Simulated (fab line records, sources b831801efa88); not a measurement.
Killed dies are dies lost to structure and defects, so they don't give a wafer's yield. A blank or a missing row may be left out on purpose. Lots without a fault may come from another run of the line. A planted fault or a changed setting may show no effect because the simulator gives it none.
Which tool did it? | flow sfq_line | 15 lots, 45 wafers sampled, at 6 steps of a route of 325

WHAT THE GAUGES READ, wafer by wafer
SFQ_I2_OVL_MEAS_918. Usual: I2_OVL -7 nm, standard deviation 4.9.
lot  | measured     | on         | I2_OVL (nm) | flag
L468 | day 22 23:02 | overlay-02 | -8 -8 -6    |
L469 | day 23 02:38 | overlay-01 | -8 -10 -10  |
L470 | day 23 15:50 | overlay-02 | 0 -2 -6     |
L471 | day 24 01:58 | overlay-02 | -7 -1 0     |
L472 | day 24 13:59 | overlay-02 | -7 -7 -8    |
L473 | day 24 19:59 | overlay-02 | -14 -16 -12 |
L474 | day 25 05:34 | overlay-02 | -14 -7 -19  |
L477 | day 26 07:53 | overlay-02 | -7 -5 -6    |
L478 | day 26 10:16 | overlay-02 | 0 -1 -2     |
L479 | day 26 13:52 | overlay-02 | -9 -5 -9    |
L480 | day 26 18:40 | overlay-02 | -9 -2 -11   |
L481 | day 26 23:28 | overlay-01 | -7 -7 -7    |
L489 | day 30 10:34 | overlay-01 | -7 0 0      |
L490 | day 30 15:23 | overlay-01 | -4 3 -8     |
L491 | day 30 22:34 | overlay-01 | -4 -9 -2    |

SFQ_M3_OVL_MEAS_921. Usual: M3_OVL -1 nm, standard deviation 4.1.
lot  | measured     | on         | M3_OVL (nm) | flag
L468 | day 27 03:04 | overlay-02 | -2 -4 -1    |
L469 | day 27 05:28 | overlay-02 | -6 -5 -10   |
L470 | day 27 19:53 | overlay-02 | -1 -2 -5    |
L471 | day 28 06:13 | overlay-01 | -9 -2 -5    |
L472 | day 28 21:23 | overlay-02 | -5 2 0      |
L473 | day 29 03:23 | overlay-01 | -1 0 -2     |
L474 | day 29 14:10 | overlay-02 | -5 -10 -4   |
L477 | day 30 11:47 | overlay-01 | 5 -3 1      |
L478 | day 30 14:10 | overlay-01 | 4 5 0       |
L479 | day 30 18:58 | overlay-01 | -6 -7 -4    |
L480 | day 30 21:22 | overlay-01 | 4 6 2       |
L481 | day 31 02:10 | overlay-01 | 4 9 4       |
L489 | day 34 00:52 | overlay-01 | 4 2 6       |
L490 | day 34 04:29 | overlay-02 | 2 4 0       |
L491 | day 34 10:28 | overlay-02 | -2 1 -1     |

WHICH TOOL RAN EACH LOT (tool, then ch and the chambers of the sampled wafers, then the start)
lot  | SFQ_TRILAYER_I0_VIA_STRIP_STRIP_035 | SFQ_TRILAYER_I2_CMP_CMP_064   | SFQ_TRILAYER_I2_METRO_MEASURE_065 | SFQ_TRILAYER_I2_VIA_ETCH_VIA_ETCH_070
L468 | rie_metal-01 ch 0,1, day 10 07:36   | cmp-02 ch 1,2,3, day 18 02:26 | film_metro-02, day 18 05:33       | rie_diel-01 ch 0,2,3, day 22 23:07
L469 | rie_metal-04 ch 0,1, day 10 11:12   | cmp-02 ch 0,3, day 18 05:56   | film_metro-02, day 18 08:33       | rie_diel-02 ch 0,1, day 23 02:43
L470 | rie_metal-02 ch 0,1, day 10 14:48   | cmp-02 ch 1,2,3, day 18 14:26 | film_metro-01, day 18 17:45       | rie_diel-01 ch 0,2,3, day 23 15:55
L471 | rie_metal-02 ch 0,1, day 10 19:36   | cmp-02 ch 1,2,3, day 19 07:37 | film_metro-01, day 19 10:44       | rie_diel-04 ch 0,3, day 24 02:03
L472 | rie_metal-04 ch 0,1, day 11 11:18   | cmp-01 ch 1,2, day 19 18:13   | film_metro-03, day 19 21:56       | rie_diel-04 ch 1,2,3, day 24 14:03
L473 | rie_metal-01 ch 0,1, day 11 17:18   | cmp-01 ch 0,1,2, day 20 03:13 | film_metro-03, day 20 06:44       | rie_diel-04 ch 0,2, day 24 20:03
L474 | rie_metal-01 ch 0,1, day 11 23:06   | cmp-01 ch 0,1,3, day 20 12:13 | film_metro-03, day 20 15:20       | rie_diel-04 ch 1,2,3, day 25 05:39
L477 | rie_metal-02 ch 0,1, day 13 03:36   | cmp-02 ch 1,2, day 21 21:40   | film_metro-01, day 22 00:53       | rie_diel-02 ch 0,2,3, day 26 07:57
L478 | rie_metal-02 ch 0,1, day 13 08:12   | cmp-02 ch 1,2,3, day 22 00:10 | film_metro-01, day 22 03:17       | rie_diel-04 ch 1,3, day 26 10:21
L479 | rie_metal-01 ch 0, day 13 11:48     | cmp-02 ch 0,1,2, day 22 03:10 | film_metro-03, day 22 06:17       | rie_diel-04 ch 1,3, day 26 13:57
L480 | rie_metal-01 ch 0, day 13 16:36     | cmp-02 ch 0,2,3, day 22 12:40 | film_metro-01, day 22 15:17       | rie_diel-01 ch 0,1,2, day 26 18:45
L481 | rie_metal-01 ch 0, day 13 21:24     | cmp-01 ch 0,3, day 22 16:01   | film_metro-01, day 22 19:08       | rie_diel-01 ch 0,1,3, day 26 23:33
L489 | rie_metal-02 ch 0,1, day 16 23:02   | cmp-02 ch 1,2, day 26 01:05   | film_metro-01, day 26 04:12       | rie_diel-04 ch 0,1, day 30 10:39
L490 | rie_metal-04 ch 0,1, day 17 00:13   | cmp-01 ch 0,2,3, day 26 08:01 | film_metro-01, day 26 11:20       | rie_diel-04 ch 0,1,2, day 30 15:27
L491 | rie_metal-04 ch 0,1, day 17 05:01   | cmp-02 ch 1,2, day 26 16:35   | film_metro-03, day 26 19:12       | rie_diel-01 ch 0,1,2, day 30 22:39
- SFQ_TRILAYER_I0_VIA_STRIP_STRIP_035: strips in O2.
- SFQ_TRILAYER_I2_CMP_CMP_064: polishes SiO2.
- SFQ_TRILAYER_I2_METRO_MEASURE_065
- SFQ_TRILAYER_I2_VIA_ETCH_VIA_ETCH_070: etches SiO2 in CHF3, stops on Nb, target depth 260 nm.

WHAT THE TOOLS THEMSELVES READ (means of the sampled wafers that have a number; where no wafer has one, the mark that the record gives instead)
SFQ_TRILAYER_I0_VIA_STRIP_STRIP_035. Usual: chamber_pressure_mTorr 50.00 mTorr, standard deviation 0.045; drypump_motor_current_A 5.3 A, standard deviation 0.39; oes_product_au 1.005 a.u., standard deviation 0.014.
lot  | tool         | chamber_pressure_mTorr (mTorr) | drypump_motor_current_A (A) | oes_product_au (a.u.) | flag
L468 | rie_metal-01 | 50.01                          | 5.1                         | 1.012                 |
L469 | rie_metal-04 | 50.02                          | 5.0                         | 1.010                 |
L470 | rie_metal-02 | 49.96                          | 5.8                         | 0.990                 |
L471 | rie_metal-02 | 49.97                          | 5.8                         | 0.981                 |
L472 | rie_metal-04 | 50.06                          | 4.9                         | 1.005                 |
L473 | rie_metal-01 | 49.97                          | 5.1                         | 1.011                 |
L474 | rie_metal-01 | 50.00                          | 5.2                         | 1.010                 |
L477 | rie_metal-02 | 50.02                          | 5.8                         | 0.988                 |
L478 | rie_metal-02 | 50.01                          | 5.9                         | 0.994                 |
L479 | rie_metal-01 | 50.03                          | 5.1                         | 1.002                 |
L480 | rie_metal-01 | 50.03                          | 5.1                         | 1.011                 |
L481 | rie_metal-01 | 49.97                          | 5.1                         | 1.018                 |
L489 | rie_metal-02 | 49.99                          | 5.8                         | 0.993                 |
L490 | rie_metal-04 | 49.97                          | 4.9                         | 0.997                 |
L491 | rie_metal-04 | 50.00                          | 4.9                         | 0.988                 |

SFQ_TRILAYER_I2_CMP_CMP_064. Usual: motor_current_A 10.0 A, standard deviation 0.51; platen_rpm 60.00 rpm, standard deviation 0.043; slurry_flow_ml_min 150.0, standard deviation 0.47; time_to_endpoint_s 216 s, standard deviation 10.
lot  | tool   | motor_current_A (A) | platen_rpm (rpm) | slurry_flow_ml_min | time_to_endpoint_s (s) | flag
L468 | cmp-02 | 9.9                 | 60.04            | 149.7              | 215                    |
L469 | cmp-02 | 9.9                 | 60.02            | 149.8              | 220                    |
L470 | cmp-02 | 9.3                 | 59.98            | 149.8              | 220                    |
L471 | cmp-02 | 9.8                 | 60.01            | 149.8              | 216                    |
L472 | cmp-01 | 10.2                | 59.98            | 150.1              | 209                    |
L473 | cmp-01 | 10.0                | 60.00            | 150.3              | 215                    |
L474 | cmp-01 | 10.5                | 59.99            | 149.8              | 209                    |
L477 | cmp-02 | 9.7                 | 60.04            | 150.5              | 217                    |
L478 | cmp-02 | 9.8                 | 59.98            | 150.1              | 231                    |
L479 | cmp-02 | 9.8                 | 59.98            | 150.2              | 238                    |
L480 | cmp-02 | 10.0                | 59.98            | 150.1              | 228                    |
L481 | cmp-01 | 10.3                | 60.03            | 150.0              | 229                    |
L489 | cmp-02 | 9.6                 | 60.00            | 150.4              | 206                    |
L490 | cmp-01 | 10.2                | 60.00            | 150.1              | 233                    |
L491 | cmp-02 | 9.7                 | 60.00            | 150.3              | 227                    |

SFQ_TRILAYER_I2_METRO_MEASURE_065. Usual: thk_nm 200.3 nm, standard deviation 1.4.
lot  | tool          | thk_nm (nm) | flag
L468 | film_metro-02 | 201.3       |
L469 | film_metro-02 | 201.2       |
L470 | film_metro-01 | 201.3       |
L471 | film_metro-01 | 200.7       |
L472 | film_metro-03 | 198.3       |
L473 | film_metro-03 | 200.9       |
L474 | film_metro-03 | 200.2       |
L477 | film_metro-01 | 200.8       |
L478 | film_metro-01 | 180.3       | OFF
L479 | film_metro-03 | 180.7       | OFF
L480 | film_metro-01 | 180.4       | OFF
L481 | film_metro-01 | 201.6       |
L489 | film_metro-01 | 199.4       |
L490 | film_metro-01 | 200.5       |
L491 | film_metro-03 | 200.8       |

SFQ_TRILAYER_I2_VIA_ETCH_VIA_ETCH_070. Usual: chamber_pressure_mTorr 29.999 mTorr, standard deviation 0.026; drypump_motor_current_A 5.9 A, standard deviation 0.38; oes_product_au 0.855 a.u., standard deviation 0.0057.
lot  | tool        | chamber_pressure_mTorr (mTorr) | drypump_motor_current_A (A) | oes_product_au (a.u.) | flag
L468 | rie_diel-01 | 30.015                         | 5.9                         | 0.859                 |
L469 | rie_diel-02 | 30.006                         | 5.7                         | 0.859                 |
L470 | rie_diel-01 | 30.008                         | 5.9                         | 0.858                 |
L471 | rie_diel-04 | 29.987                         | 5.6                         | 0.857                 |
L472 | rie_diel-04 | 29.976                         | 6.0                         | 0.849                 |
L473 | rie_diel-04 | 29.999                         | 5.8                         | 0.858                 |
L474 | rie_diel-04 | 29.996                         | 6.0                         | 0.858                 |
L477 | rie_diel-02 | 29.997                         | 5.9                         | 0.858                 |
L478 | rie_diel-04 | 29.975                         | 6.2                         | 0.805                 | OFF
L479 | rie_diel-04 | 29.998                         | 5.7                         | 0.806                 | OFF
L480 | rie_diel-01 | 30.014                         | 5.7                         | 0.805                 | OFF
L481 | rie_diel-01 | 29.985                         | 5.9                         | 0.862                 |
L489 | rie_diel-04 | 30.002                         | 6.3                         | 0.852                 |
L490 | rie_diel-04 | 29.997                         | 6.1                         | 0.858                 |
L491 | rie_diel-01 | 30.018                         | 5.7                         | 0.860                 |

THE ANSWER, worked out from the rows above alone
Rule: a lot is off if the mean of its wafers that have a number lies more than 3 standard deviations from the usual mean. A lot without any number at a reading at which 4 lots or more have one is off too. The other lots that the step has rows for count as sound. The gauges are gone through in route order, then the tools' own readings, and for those a lot's mean is taken as printed above. The first step at which some lot is off is used, and at that step the reading that is off furthest; a lot without a number counts as furthest.
Off: L478, L479, L480, at SFQ_TRILAYER_I2_METRO_MEASURE_065 (thk_nm).
A tool fits if, at that step or a process step before it, it ran every lot that is off, and no sound lot after the first of them. None of those tried fits.

WHAT THE SIMULATOR HAD PUT IN
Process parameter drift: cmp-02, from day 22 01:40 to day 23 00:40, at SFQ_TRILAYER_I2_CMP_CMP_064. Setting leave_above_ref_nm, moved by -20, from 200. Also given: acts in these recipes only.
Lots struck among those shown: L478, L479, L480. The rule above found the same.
